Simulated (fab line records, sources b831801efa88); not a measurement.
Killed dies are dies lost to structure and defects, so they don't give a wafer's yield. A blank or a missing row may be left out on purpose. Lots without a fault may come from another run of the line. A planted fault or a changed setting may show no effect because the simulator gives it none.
One fault seen from 2 desks | flow sky130 | each desk has only its own numbers; what lay behind them comes last

THE TOOL OWNER'S DESK: pvd_sputter-01
The tool's own readings at SKY_METAL4_SPUTTER_03 (material Ti, target thk 5 nm, time 3.3 s): means of the sampled wafers that have a number, for each lot that ran on this tool. A lot is out of limits, marked OUT, if its mean lies more than 4 standard deviations from the usual mean; the brackets give that distance.
Columns: A = cathode_dc_power_W at SKY_METAL4_SPUTTER_03, usual 3000.0 W; B = throttle_valve_pct at SKY_METAL4_SPUTTER_03, usual 29.5 %
lot  | first seen here | A                | B
L313 | day 40 14:28    | 3000.0           | 29.5
L324 | day 43 15:11    | 2958.6 (-81) OUT | 30.1
This desk's finding: out of limits on L324; first on L324, day 43 15:11 (cathode_dc_power_W at SKY_METAL4_SPUTTER_03). In limits: L313.

THE METROLOGY DESK
What the gauges read, lot by lot, whatever tool the lot ran on: means of the sampled wafers that have a number. A lot is out of limits, marked OUT, if its mean lies more than 4 standard deviations from the usual mean; the brackets give that distance.
Columns: A = VIA3_W_RS at SKY_VIA3_RS_MEAS_22, usual 0.2943 ohm/sq; B = VIA3_W_THK at SKY_VIA3_THK_MEAS_23, usual 399 nm
lot  | first seen here | A      | B
L313 | day 40 13:58    | 0.2936 | 400
L316 | day 41 15:47    | 0.2939 | 404
L323 | day 43 10:56    | 0.2960 | 402
L324 | day 43 14:37    | 0.2892 | 403
L333 | day 45 19:33    | 0.2953 | 392
This desk's finding: nothing out of limits on any of the 5 lots.

PUT TOGETHER
The tool owner's desk could have raised an alarm at day 43 15:11, on L324.
The metrology desk saw nothing out of limits.
The metrology desk has L324 on record, within its limits.
Of the lots named, all ran SKY_METAL4_SPUTTER_03 on pvd_sputter-01.

WHAT THE SIMULATOR HAD PUT IN
Process parameter drift: pvd_sputter-01, from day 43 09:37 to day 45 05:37, at SKY_METAL4_SPUTTER_03. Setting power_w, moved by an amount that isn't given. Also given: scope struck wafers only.
Lots struck among those shown: L324.
Hours from the fault's start to each desk's first reading out of limits: the tool owner's desk, 6.
